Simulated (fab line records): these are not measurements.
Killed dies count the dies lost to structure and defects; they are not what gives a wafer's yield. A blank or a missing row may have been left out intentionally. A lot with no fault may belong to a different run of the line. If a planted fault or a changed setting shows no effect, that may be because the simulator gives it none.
Problem report in the 8D (eight disciplines) form, filled by code	flow sky130	the parts of the form that need people (team, actions taken, sign-off) are left out

1. THE ISSUE
CAPM_TIN_RS at SKY_CAPM_RS_MEAS_03 reads a mean of 7.32 ohm/sq on 1 wafer of 1 lot; wafers without a fault read 6.94 ohm/sq with a standard deviation of 0.079. Relative to the usual mean, that is a shift of +4.8 standard deviations.
The step: measures by four-point-probe.
Seen first at day 42 08:35 on film metro-01, wafer L486.6. At this step, 33 wafers from 11 lots have a number in the record. By rule, "out" or "out of limits" means more than 4 standard deviations away from the usual mean. The other wafers with a number count as sound.

2. WHAT IT IS, WHAT IT ISN'T
question	is	is not
which readings at this step	CAPM_TIN_RS	-
which lots	L486	L467, L469, L470, L473, L475, L478, L483, L487, L488, L489
which wafers of those lots	L486.6	L486.2, L486.5
read on which gauges	film metro-01	film metro-04
when	from day 42 08:35	up to then (23 sound wafers); but 9 sound wafers of L487, L488, L489 came after

3. SUSPECTS, AND WHAT RULES EACH OUT
Counting: any tool at a process step up to the reading remains a suspect provided it ran every lot that is out. Sound lots after the first of them don't rule it out here, since some wafers of a struck lot are sound.
- the gauge at SKY_CAPM_RS_MEAS_03: kept. All the wafers that are out were read on film metro-01, and no step on other tools shows them out.
- cvd w-02 at SKY_VIA2_CVD_21 (deposits W, target thk 420 nm, time 126.4 s): kept. It processed L486, the lot that is out, at day 42 07:37, and its most recent sound lot before then was L483 at day 41 02:25.
- pvd sputter-01 at SKY_CAPM_SPUTTER_02 (material TiN, target thk 200 nm, time 166.7 s): kept. It processed L486, the lot that is out, at day 42 08:28, and its most recent sound lot before then was L483 at day 41 03:16.
- Within cvd w-02 at SKY_VIA2_CVD_21, the wafers that are out were processed in chamber 0 and their sound lot-mates in chamber 1.
The count leaves cvd w-02 at SKY_VIA2_CVD_21, pvd sputter-01 at SKY_CAPM_SPUTTER_02, and film metro-01 at SKY_CAPM_RS_MEAS_03.

4. THE CAUSE (what the simulator had put in)
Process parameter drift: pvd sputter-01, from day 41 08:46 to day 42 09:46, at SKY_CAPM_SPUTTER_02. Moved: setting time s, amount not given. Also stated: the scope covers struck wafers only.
After counting, 3 suspects remain, this tool included.

5. THE CHAIN OF EFFECTS, in route order
Each row: a reading whose mean over the struck wafers that have a number lies more than 3 standard deviations from the usual. Readings are gone through only where the record gives a usual standard deviation; hours: the median, over the lots, of the time from a lot's start at the first step in this table giving one to that lot's start at this step; sigmas: the change measured in usual standard deviations.
hours	step	reading	usual	on struck wafers	change	sigmas
0	SKY_CAPM_RS_MEAS_03	CAPM_TIN_RS	6.94 ohm/sq	7.32	+0.38	+4.8
5	SKY_CAPM_THK_MEAS_04	CAPM_TIN_THK	196.3 nm	186.7	-9.6	-4.2
At these later measuring or inspecting steps, every struck wafer for which the step has a row has a number for every such reading, and none has moved that far: SKY_CAPM_OVL_MEAS_12.

6. HOW IT WOULD HAVE BEEN CAUGHT EARLIER
Counted from the fault's start at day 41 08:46, it took 24 hours until the first out-of-limits reading at a measuring or inspecting step in this record, taken at day 42 08:35.
No tool reading at SKY_CAPM_SPUTTER_02 that has a usual standard deviation in the record was out on any struck wafer, so an alarm limit of 4 standard deviations on those readings would not have fired.
By day 42 08:35 the whole set of lots that are out, 1 in number, had already begun SKY_CAPM_SPUTTER_02 on pvd sputter-01. Tool hold at that time: it would have spared none of them.
